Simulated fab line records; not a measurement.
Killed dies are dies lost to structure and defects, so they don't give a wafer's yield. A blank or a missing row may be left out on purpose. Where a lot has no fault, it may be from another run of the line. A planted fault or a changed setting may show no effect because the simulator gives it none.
A struck lot beside a sound one ; flow sky130 ; 37 steps out of a route of 708
Sound: wafers L157.2, L157.5, L157.6. Struck: wafers L150.2, L150.5, L150.6. The cause is given at the end.
Each step with rows lists, per side, the tool, then ch with its chambers, then its first start. Under that, the readings that differ: sound wafers ; struck wafers ; difference of the means ; sigmas: that difference in standard deviations of wafers without a fault.
alike: a reading whose means differ by less than 2 such deviations, as well as words and numbers matching on both sides. not compared: withheld readings; readings where some wafer has no value; bounds like >300 that might hide an equal value; numbers whose values overlap and for which the record gives no deviation.
A row with sigmas, a row that says differs or no value, or rows on one side alone: a step with any of these is where the two part. When numbers do not overlap yet have no deviation, they are printed without sigmas and do not part them. A reading that every wafer of one side lacks parts them only if that side has two wafers or more.

first, 10 steps without rows for these wafers: SKY_VIA4_STRIP_14 (strips in post etch residue remover, time 1200 s); SKY_VIA4_CLEAN_15 (cleans in IPA, time 180 s); SKY_VIA4_CLEAN_16 (cleans in O3/DIW); SKY_VIA4_SPUTTER_17 (material TiN, target thk 20 nm, time 80 s); SKY_VIA4_CVD_18 (deposits W, target thk 505 nm, time 152.14 s); SKY_VIA4_CMP_21 (polishes, stops on SiO2, t overpolish 25 s, target thk 0 nm); SKY_METAL5_SPUTTER_00 (material Ti, target thk 15 nm, time 10 s); SKY_METAL5_SPUTTER_01 (material TiN, target thk 20 nm, time 16.7 s); SKY_METAL5_SPUTTER_02 (material AlCu, target thk 1150 nm, time 61.2 s); SKY_METAL5_SPUTTER_03 (material Ti, target thk 5 nm, time 3.3 s).
SKY_METAL5_SPUTTER_04: material TiN, target thk 70 nm, time 58.3 s.
  sound on pvdSputter-04, day 46 13:05; struck on pvdSputter-03, day 44 10:59
  alike: cathodeDcPowerW, throttleValvePct
then, 25 steps without rows for these wafers: SKY_METAL5_DEHYDRATE_07 (time 60 s); SKY_METAL5_HMDS_08 (prime time 60 s); SKY_METAL5_COAT_09 (resist thk 1800 nm); SKY_METAL5_SOFTBAKE_10 (time 60 s); SKY_METAL5_EXPOSE_11 (exposes mask MM5, target cd 1600 nm); SKY_METAL5_PEB_12; SKY_METAL5_DEVELOP_13 (develop time 60 s); SKY_METAL5_DESCUM_14 (chemistry O2, time 11 s); SKY_METAL5_METAL_ETCH_15 (etches the open film in Cl2/BCl3, stops on SiO2, target depth 1260 nm, time 252 s); SKY_METAL5_STRIP_16 (strips in O2/N2); SKY_METAL5_STRIP_17 (strips in post etch residue remover, time 1200 s); SKY_METAL5_CLEAN_18 (cleans in IPA, time 180 s); SKY_METAL5_CLEAN_19 (cleans in O3/DIW); SKY_PASSIVATION_CVD_00 (deposits SiO2, target thk 90 nm); SKY_PASSIVATION_CVD_02 (deposits Si3N4, target thk 540 nm); SKY_PASSIVATION_DEHYDRATE_04 (time 60 s); SKY_PASSIVATION_HMDS_05 (prime time 60 s); SKY_PASSIVATION_COAT_06 (resist thk 3000 nm); SKY_PASSIVATION_SOFTBAKE_07; SKY_PASSIVATION_EXPOSE_08 (exposes mask NSM, target cd 3000 nm); SKY_PASSIVATION_PEB_09; SKY_PASSIVATION_DEVELOP_10 (develop time 60 s); SKY_PASSIVATION_ETCH_11 (etches the open film in CF4/O2, stops on AlCu, target depth 725 nm, time 161.1 s); SKY_PASSIVATION_STRIP_12 (strips in O2/N2); SKY_PAD_OPEN_DEHYDRATE_00 (time 60 s).
-- the record jumps here: 3 days lie between the struck wafers' starts before and after --
SKY_PAD_OPEN_PROBE_99:
  sound on prober-01, day 49 02:25; struck on prober-02, day 47 04:47
reading;sound;struck;difference;sigmas
defectLimitedYield (%);80.5 79.7 81.9;74.8 80.1 72.2;-5.0;-2
killed_at_M4_up;4 4 3;41 21 41;+31;+16
killedDies;96 100 89;124 98 137;+25;+3
sort_bin_5_function (%);10.0 11.4 9.6;18.1 13.8 17.1;+6.0;+4
sortNPass;396 392 403;368 394 355;-25;-3
sortYieldPct (%);80.5 79.7 81.9;74.8 80.1 72.2;-5.0;-2
model.etest.tester.sort_bin_5_pct (%);9.959 11.38 9.553;18.09 13.82 17.07;+6.03;
  alike: killed_at_M0_to_M3, killedAtContacts, killedAtFrontEnd, killedAtOther, killedOpen, killedShort, sort_bin_3_pad_short, sort_bin_6_memory
  not compared: model.etest.tester.sortNPass, model.etest.tester.sortYieldPct, model.etest.tester.sort_bin_3_pct

WHERE THEY PART
SKY_PAD_OPEN_PROBE_99 only, going by this record.

WHY: the cause the simulator had injected
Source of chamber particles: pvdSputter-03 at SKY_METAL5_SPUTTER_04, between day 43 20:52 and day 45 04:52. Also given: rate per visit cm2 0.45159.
